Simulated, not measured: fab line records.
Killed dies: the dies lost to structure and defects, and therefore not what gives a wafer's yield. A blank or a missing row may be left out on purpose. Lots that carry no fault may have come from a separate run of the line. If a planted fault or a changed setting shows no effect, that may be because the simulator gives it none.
A lot that was struck, set against a sound lot || flow sky130 || 15 out of 708 route steps
Sound: these wafers, L113.4, L113.5, L113.6. Struck: wafers L123.1, L123.4, L123.5. The cause is given at the end.
At each step with rows: each side's tool, then ch and its chambers, then its first start. Under that, the readings that differ: sound wafers || struck wafers || difference of the means || sigmas: that difference in standard deviations of wafers without a fault.
alike: words and numbers the same on both sides, and readings whose means are apart by under 2 such deviations; not compared: readings that were withheld, readings missing a value for some wafer, numbers with overlapping values and no deviation given by the record, and bounds like >300 which may hide the same value.
Wherever a step has rows on one side only, a row that says differs or no value, or a row with sigmas, the two part there. When numbers do not overlap yet have no deviation, they are printed without sigmas and do not part them. A reading that every wafer of one side lacks parts them only if that side has two wafers or more.

first, 3 steps without rows for these wafers: SKY_LDD_P_EXPOSE_04 (exposes mask PSDM, target cd 380 nm); SKY_LDD_P_PEB_05; SKY_LDD_P_DEVELOP_06 (develop time 60 s).
SKY_LDD_P_CD_MEAS_07: target cd 380 nm.
  sound on cd-sem-02 at day 22 02:08; struck on cd-sem-01 at day 26 01:58
  alike: cd-nm
SKY_LDD_P_OVL_MEAS_08:
  sound on overlay-02 at day 22 02:13; struck on overlay-02 at day 26 02:05
  alike: LDD_P_OVL
then, 1 step without rows for these wafers: SKY_LDD_P_IMPLANT_09.
SKY_LDD_P_STRIP_10: strips in O2/N2.
  sound on plasma-asher-03 ch 0,1, day 22 02:25; struck on plasma-asher-01 ch 0,1, day 26 02:17
  alike: drypump-motor-current-A, oes-product-au, strip-time-to-endpoint-s
  not compared: rf-hours-counter-h
SKY_LDD_P_TW_MEAS_11:
  sound on film-metro-02 at day 22 02:31; struck on film-metro-02 at day 26 02:23
  alike: LDD_P_TW
then, 4 steps without rows for these wafers: SKY_LDD_HVN_DEHYDRATE_00 (time 60 s); SKY_LDD_HVN_HMDS_01 (prime time 60 s); SKY_LDD_HVN_COAT_02 (resist thk 300 nm); SKY_LDD_HVN_SOFTBAKE_03 (time 60 s).
SKY_LDD_HVN_EXPOSE_04: exposes mask HVNTM, target cd 700 nm.
  sound on iline-stepper-01 ch 0, day 22 17:50; struck on iline-stepper-01 ch 0, day 26 16:55
{"reading": "exposure-dose-mJ-cm2", "sound": "126.95 126.96 127.04", "struck": "130.11 129.89 129.83", "difference": "+2.96", "sigmas": "+27"}
  alike: mask
then, 1 step without rows for these wafers: SKY_LDD_HVN_PEB_05.
-- here the record skips 24 days between the struck wafers' starts before and after, leaving off in module LDD_HVN and picking up in module PAD_OPEN (first step shown: number 708 of the route) --
SKY_PAD_OPEN_PROBE_99:
  sound on prober-02 at day 47 17:13; struck on prober-01 at day 50 06:22
  alike: killed_at_M0_to_M3, killed_at_M4_up, killed-at-contacts, killed-at-front-end, killed-at-other, killed-dies, killed-open, killed-short

WHERE THEY PART
Only at SKY_LDD_HVN_EXPOSE_04, as far as this record shows. Later steps at which nothing parts them and some readings are alike: SKY_PAD_OPEN_PROBE_99.

WHY: whatever the simulator had introduced
Process parameters drifting: iline-stepper-01 at SKY_LDD_HVN_EXPOSE_04, beginning at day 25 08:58. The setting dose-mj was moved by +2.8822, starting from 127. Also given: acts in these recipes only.
